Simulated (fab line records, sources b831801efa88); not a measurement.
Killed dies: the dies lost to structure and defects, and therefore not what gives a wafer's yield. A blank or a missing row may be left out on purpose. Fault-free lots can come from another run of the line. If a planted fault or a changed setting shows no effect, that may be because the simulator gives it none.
What tool caused it? -- flow gf180mcu -- 6 lots with 18 wafers sampled at 3 steps, on a route of 602 steps

## WHAT EACH GAUGE READ, for each wafer
GF_HV_LDD_OVL_MEAS_32.
lot,measured,on,HV_LDD_02_OVL (nm)
L591,day 12 00:34,overlay-01,1.4 1.7 1.4
L595,day 13 11:29,overlay-01,-0.8 -0.4 -1.7
L597,day 14 00:07,overlay-02,2.2 2.8 2.2
L600,day 15 06:29,overlay-01,0.1 -1.4 0.1
L602,day 15 13:59,overlay-02,281.3 280.1 280.8
L604,day 16 04:35,overlay-01,282.9 283.8 282.6

## WHICH TOOL RAN EACH LOT (tool, then ch and the chambers of the sampled wafers, then the start)
lot,GF_HV_LDD_STRIP_10,GF_HV_LDD_EXPOSE_28
L591,"plasma_asher-02 ch 0,1, day 10 09:36","iline_stepper-01 ch 0, day 11 14:55"
L595,"plasma_asher-03 ch 0,1, day 11 19:14","iline_stepper-02 ch 0, day 13 02:02"
L597,"plasma_asher-02 ch 0,1, day 12 08:22","iline_stepper-01 ch 0, day 13 13:34"
L600,"plasma_asher-02 ch 0,1, day 13 11:58","iline_stepper-01 ch 0, day 14 19:50"
L602,"plasma_asher-03 ch 0,1, day 13 18:26","iline_stepper-01 ch 0, day 15 02:47"
L604,"plasma_asher-03 ch 0,1, day 14 08:44","iline_stepper-01 ch 0, day 15 17:38"
- GF_HV_LDD_STRIP_10: strips in O2/N2.
- GF_HV_LDD_EXPOSE_28: exposes mask Nplus HV AREA, target cd 400 nm.

## THE ANSWER, worked out from the rows above alone
Rule: the usual values come from the lots themselves. The widest of any qualifying gaps counts: lots, ordered by their means at a reading, are off when they make up no more than a third of the lots, leave a main group of 4 or more, and stand apart from it by 3 or more times the standard deviation of that group's means. The tables above print the reading to a certain number of digits; a main group whose means all agree to those digits is not used. A lot without any number at a reading at which 4 lots or more have one is off too. Where the step has rows for the other lots, those lots are counted as sound.
Off: at GF_HV_LDD_OVL_MEAS_32 (HV_LDD_02_OVL), L602, L604. For the main group the mean is 0.6 nm and the standard deviation 1.4.
If a tool, at a process step before that reading, ran all the lots that are off and no sound lot after the first of them, it fits. Gauges at GF_HV_LDD_OVL_MEAS_32: tried the same way as those tools. This does not decide it: 2 tools fit, namely plasma_asher-03 at GF_HV_LDD_STRIP_10 and iline_stepper-01 at GF_HV_LDD_EXPOSE_28.

## WHAT THE SIMULATOR PUT IN
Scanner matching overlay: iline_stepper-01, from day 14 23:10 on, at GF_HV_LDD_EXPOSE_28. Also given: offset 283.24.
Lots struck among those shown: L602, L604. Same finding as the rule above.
